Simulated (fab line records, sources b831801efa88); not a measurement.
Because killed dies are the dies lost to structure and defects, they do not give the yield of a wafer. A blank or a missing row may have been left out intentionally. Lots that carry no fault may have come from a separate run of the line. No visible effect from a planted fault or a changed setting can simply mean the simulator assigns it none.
Which tool did it? || flow sky130 || Sampling: 12 lots, 36 wafers, 4 of 708 route steps

== WHAT THE GAUGES SHOWED, per wafer ==
SKY_VIA2_CD_MEAS_12 targets a cd of 200 nm. Usual: 199.6 nm for cd-nm, sd 1.5.
{"lot": "L159", "measured": "day 36 10:21", "on": "cd-sem-02", "cd-nm (nm)": "201.7 201.0 198.8", "flag": ""}
{"lot": "L160", "measured": "day 36 19:08", "on": "cd-sem-01", "cd-nm (nm)": "199.2 199.6 198.8", "flag": ""}
{"lot": "L162", "measured": "day 37 15:26", "on": "cd-sem-01", "cd-nm (nm)": "199.2 199.7 199.0", "flag": ""}
{"lot": "L166", "measured": "day 38 13:01", "on": "cd-sem-01", "cd-nm (nm)": "201.6 200.1 200.8", "flag": ""}
{"lot": "L165", "measured": "day 38 15:56", "on": "cd-sem-01", "cd-nm (nm)": "200.5 200.4 201.0", "flag": ""}
{"lot": "L167", "measured": "day 39 02:49", "on": "cd-sem-01", "cd-nm (nm)": "200.2 199.0 199.5", "flag": ""}
{"lot": "L174", "measured": "day 42 02:39", "on": "cd-sem-01", "cd-nm (nm)": "199.9 199.1 199.4", "flag": ""}
{"lot": "L177", "measured": "day 42 06:07", "on": "cd-sem-02", "cd-nm (nm)": "200.3 198.8 199.9", "flag": ""}
{"lot": "L178", "measured": "day 42 09:39", "on": "cd-sem-02", "cd-nm (nm)": "199.7 201.4 201.1", "flag": ""}
{"lot": "L176", "measured": "day 42 13:14", "on": "cd-sem-01", "cd-nm (nm)": "197.1 196.9 198.1", "flag": ""}
{"lot": "L179", "measured": "day 42 16:17", "on": "cd-sem-01", "cd-nm (nm)": "201.8 200.3 201.6", "flag": ""}
{"lot": "L180", "measured": "day 43 00:07", "on": "cd-sem-02", "cd-nm (nm)": "203.5 201.6 202.1", "flag": ""}

SKY_VIA2_RS_MEAS_22: uses a four-point probe to measure. Usual: VIA2_W_RS 0.2747 ohm/sq, standard deviation 0.0026.
{"lot": "L159", "measured": "day 36 11:33", "on": "film-metro-03", "VIA2_W_RS (ohm/sq)": "0.2796 0.2770 0.2796", "flag": ""}
{"lot": "L160", "measured": "day 36 20:16", "on": "film-metro-01", "VIA2_W_RS (ohm/sq)": "0.2732 0.2746 0.2729", "flag": ""}
{"lot": "L162", "measured": "day 37 16:31", "on": "film-metro-04", "VIA2_W_RS (ohm/sq)": "0.2757 0.2759 0.2782", "flag": ""}
{"lot": "L166", "measured": "day 38 14:05", "on": "film-metro-01", "VIA2_W_RS (ohm/sq)": "0.2751 0.2725 0.2740", "flag": ""}
{"lot": "L165", "measured": "day 38 17:03", "on": "film-metro-04", "VIA2_W_RS (ohm/sq)": "0.2762 0.2768 0.2745", "flag": ""}
{"lot": "L167", "measured": "day 39 03:52", "on": "film-metro-04", "VIA2_W_RS (ohm/sq)": "0.2738 0.2760 0.2732", "flag": ""}
{"lot": "L174", "measured": "day 42 03:44", "on": "film-metro-04", "VIA2_W_RS (ohm/sq)": "0.2733 0.2702 0.2722", "flag": ""}
{"lot": "L177", "measured": "day 42 07:12", "on": "film-metro-04", "VIA2_W_RS (ohm/sq)": "0.2785 0.2811 0.2751", "flag": ""}
{"lot": "L178", "measured": "day 42 10:41", "on": "film-metro-03", "VIA2_W_RS (ohm/sq)": "0.2760 0.2772 0.2733", "flag": ""}
{"lot": "L176", "measured": "day 42 14:17", "on": "film-metro-01", "VIA2_W_RS (ohm/sq)": "0.2774 0.2737 0.2750", "flag": ""}
{"lot": "L179", "measured": "day 42 17:20", "on": "film-metro-01", "VIA2_W_RS (ohm/sq)": "0.2702 0.2720 0.2720", "flag": ""}
{"lot": "L180", "measured": "day 43 01:11", "on": "film-metro-01", "VIA2_W_RS (ohm/sq)": "0.2711 0.2743 0.2700", "flag": ""}

== WHAT TOOL EACH LOT RAN ON (gives the tool, then ch and the chambers of the sampled wafers, and finally the start) ==
{"lot": "L159", "SKY_VIA2_ETCH_14": "rie-diel-01 ch 0,3, day 36 10:31", "SKY_VIA2_ETCH_15": "rie-diel-01 ch 0,3, day 36 10:33"}
{"lot": "L160", "SKY_VIA2_ETCH_14": "rie-diel-01 ch 0,2, day 36 19:15", "SKY_VIA2_ETCH_15": "rie-diel-01 ch 0,2, day 36 19:17"}
{"lot": "L162", "SKY_VIA2_ETCH_14": "rie-diel-01 ch 1,2,3, day 37 15:36", "SKY_VIA2_ETCH_15": "rie-diel-01 ch 1,2,3, day 37 15:38"}
{"lot": "L166", "SKY_VIA2_ETCH_14": "rie-diel-03 ch 0,2, day 38 13:10", "SKY_VIA2_ETCH_15": "rie-diel-03 ch 0,2, day 38 13:12"}
{"lot": "L165", "SKY_VIA2_ETCH_14": "rie-diel-01 ch 0,1,3, day 38 16:06", "SKY_VIA2_ETCH_15": "rie-diel-01 ch 0,1,3, day 38 16:08"}
{"lot": "L167", "SKY_VIA2_ETCH_14": "rie-diel-02 ch 1,3, day 39 02:57", "SKY_VIA2_ETCH_15": "rie-diel-02 ch 1,3, day 39 02:59"}
{"lot": "L174", "SKY_VIA2_ETCH_14": "rie-diel-01 ch 0,3, day 42 02:45", "SKY_VIA2_ETCH_15": "rie-diel-01 ch 0,3, day 42 02:47"}
{"lot": "L177", "SKY_VIA2_ETCH_14": "rie-diel-02 ch 1,2, day 42 06:15", "SKY_VIA2_ETCH_15": "rie-diel-02 ch 1,2, day 42 06:17"}
{"lot": "L178", "SKY_VIA2_ETCH_14": "rie-diel-02 ch 0,1,2, day 42 09:46", "SKY_VIA2_ETCH_15": "rie-diel-02 ch 0,1,2, day 42 09:48"}
{"lot": "L176", "SKY_VIA2_ETCH_14": "rie-diel-01 ch 0,1, day 42 13:21", "SKY_VIA2_ETCH_15": "rie-diel-01 ch 0,1, day 42 13:23"}
{"lot": "L179", "SKY_VIA2_ETCH_14": "rie-diel-02 ch 0,1,2, day 42 16:27", "SKY_VIA2_ETCH_15": "rie-diel-02 ch 0,1,2, day 42 16:29"}
{"lot": "L180", "SKY_VIA2_ETCH_14": "rie-diel-03 ch 0,1, day 43 00:15", "SKY_VIA2_ETCH_15": "rie-diel-03 ch 0,1, day 43 00:17"}
- SKY_VIA2_ETCH_14: etches BARC in N2/H2, stops on SiO2, time 45.9 s, target depth 60 nm.
- SKY_VIA2_ETCH_15: etches SiO2 in C4F8/O2/Ar, stops on TiN, target depth 546 nm, time 84 s.

== WHAT THE TOOLS THEMSELVES READ (means of the sampled wafers that have a number; where no wafer has one, the mark that the record gives instead) ==
SKY_VIA2_ETCH_14. Usual: bias-w 100.0 W, standard deviation 0.3; drypump-motor-current-A 5.8 A, standard deviation 0.47; h2-flow-sccm 200.0 sccm, standard deviation 0.54; oes-product-au 0.854 a.u., standard deviation 0.0044; throttle-valve-pct 13.224 %, standard deviation 0.0091.
{"lot": "L159", "tool": "rie-diel-01", "bias-w (W)": 100.1, "drypump-motor-current-A (A)": 5.7, "h2-flow-sccm (sccm)": 199.3, "oes-product-au (a.u.)": 0.856, "throttle-valve-pct (%)": 13.221, "flag": ""}
{"lot": "L160", "tool": "rie-diel-01", "bias-w (W)": 99.9, "drypump-motor-current-A (A)": 6.4, "h2-flow-sccm (sccm)": 199.9, "oes-product-au (a.u.)": 0.853, "throttle-valve-pct (%)": 13.222, "flag": ""}
{"lot": "L162", "tool": "rie-diel-01", "bias-w (W)": 100.0, "drypump-motor-current-A (A)": 6.2, "h2-flow-sccm (sccm)": 199.0, "oes-product-au (a.u.)": 0.855, "throttle-valve-pct (%)": 13.222, "flag": ""}
{"lot": "L166", "tool": "rie-diel-03", "bias-w (W)": 99.9, "drypump-motor-current-A (A)": 5.2, "h2-flow-sccm (sccm)": 199.8, "oes-product-au (a.u.)": 0.852, "throttle-valve-pct (%)": 13.224, "flag": ""}
{"lot": "L165", "tool": "rie-diel-01", "bias-w (W)": 100.2, "drypump-motor-current-A (A)": 6.0, "h2-flow-sccm (sccm)": 200.0, "oes-product-au (a.u.)": 0.855, "throttle-valve-pct (%)": 13.226, "flag": ""}
{"lot": "L167", "tool": "rie-diel-02", "bias-w (W)": 99.8, "drypump-motor-current-A (A)": 5.4, "h2-flow-sccm (sccm)": 200.3, "oes-product-au (a.u.)": 0.854, "throttle-valve-pct (%)": 13.216, "flag": ""}
{"lot": "L174", "tool": "rie-diel-01", "bias-w (W)": 77.5, "drypump-motor-current-A (A)": 5.7, "h2-flow-sccm (sccm)": 200.3, "oes-product-au (a.u.)": 0.855, "throttle-valve-pct (%)": 13.233, "flag": "OFF"}
{"lot": "L177", "tool": "rie-diel-02", "bias-w (W)": 100.2, "drypump-motor-current-A (A)": 5.9, "h2-flow-sccm (sccm)": 200.3, "oes-product-au (a.u.)": 0.852, "throttle-valve-pct (%)": 13.226, "flag": ""}
{"lot": "L178", "tool": "rie-diel-02", "bias-w (W)": 99.7, "drypump-motor-current-A (A)": 5.9, "h2-flow-sccm (sccm)": 200.3, "oes-product-au (a.u.)": 0.858, "throttle-valve-pct (%)": 13.216, "flag": ""}
{"lot": "L176", "tool": "rie-diel-01", "bias-w (W)": 77.5, "drypump-motor-current-A (A)": 6.1, "h2-flow-sccm (sccm)": 200.2, "oes-product-au (a.u.)": 0.855, "throttle-valve-pct (%)": 13.222, "flag": "OFF"}
{"lot": "L179", "tool": "rie-diel-02", "bias-w (W)": 99.7, "drypump-motor-current-A (A)": 6.0, "h2-flow-sccm (sccm)": 199.9, "oes-product-au (a.u.)": 0.852, "throttle-valve-pct (%)": 13.223, "flag": ""}
{"lot": "L180", "tool": "rie-diel-03", "bias-w (W)": 100.2, "drypump-motor-current-A (A)": 5.2, "h2-flow-sccm (sccm)": 200.2, "oes-product-au (a.u.)": 0.853, "throttle-valve-pct (%)": 13.230, "flag": ""}

SKY_VIA2_ETCH_15. Usual: bias-w 1200 W, standard deviation 3.7; oes-product-au 0.939 a.u., standard deviation 0.0052.
{"lot": "L159", "tool": "rie-diel-01", "bias-w (W)": 1202, "oes-product-au (a.u.)": 0.938, "flag": ""}
{"lot": "L160", "tool": "rie-diel-01", "bias-w (W)": 1203, "oes-product-au (a.u.)": 0.939, "flag": ""}
{"lot": "L162", "tool": "rie-diel-01", "bias-w (W)": 1203, "oes-product-au (a.u.)": 0.935, "flag": ""}
{"lot": "L166", "tool": "rie-diel-03", "bias-w (W)": 1198, "oes-product-au (a.u.)": 0.940, "flag": ""}
{"lot": "L165", "tool": "rie-diel-01", "bias-w (W)": 1200, "oes-product-au (a.u.)": 0.939, "flag": ""}
{"lot": "L167", "tool": "rie-diel-02", "bias-w (W)": 1200, "oes-product-au (a.u.)": 0.940, "flag": ""}
{"lot": "L174", "tool": "rie-diel-01", "bias-w (W)": 1198, "oes-product-au (a.u.)": 0.941, "flag": ""}
{"lot": "L177", "tool": "rie-diel-02", "bias-w (W)": 1198, "oes-product-au (a.u.)": 0.943, "flag": ""}
{"lot": "L178", "tool": "rie-diel-02", "bias-w (W)": 1201, "oes-product-au (a.u.)": 0.940, "flag": ""}
{"lot": "L176", "tool": "rie-diel-01", "bias-w (W)": 1201, "oes-product-au (a.u.)": 0.937, "flag": ""}
{"lot": "L179", "tool": "rie-diel-02", "bias-w (W)": 1200, "oes-product-au (a.u.)": 0.938, "flag": ""}
{"lot": "L180", "tool": "rie-diel-03", "bias-w (W)": 1196, "oes-product-au (a.u.)": 0.943, "flag": ""}

== THE ANSWER, worked out from the rows above alone ==
Rule: take the mean of a lot's wafers that have a number; if it is more than 3 standard deviations from the usual mean, the lot is off. Also off: a lot with no number at a reading for which 4 or more lots have one. All remaining lots with rows at the step are treated as sound. After the gauges, taken in route order, come the tools' own readings; for these a lot's mean is taken, as printed above. At the first step where some lot is off, the reading lying furthest off is the one used; lots without a number count as furthest.
Off: L174, L176, at SKY_VIA2_ETCH_14 (bias-w).
A tool fits if, at that step or a process step before it, it ran every lot that is off, and no sound lot after the first of them. One candidate fits, namely rie-diel-01 at SKY_VIA2_ETCH_14. Its last sound lot is L165 (day 38 16:06), its first lot that is off L174 (day 42 02:45): a fault that began between those two fits.
The tool's own readings at SKY_VIA2_ETCH_14 bear it out: on the lots that are off they differ by more than 5 times the standard deviation of the sound lots' means. bias-w reads 77.5 W there against 100.0 W on the sound lots.

== WHAT HAD BEEN PUT IN BY THE SIMULATOR ==
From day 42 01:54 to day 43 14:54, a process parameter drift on rie-diel-01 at SKY_VIA2_ETCH_14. The setting bias-w was moved by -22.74, starting from 100. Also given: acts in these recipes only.
Lots struck among those shown: L174, L176. This agrees with what the rule above found.
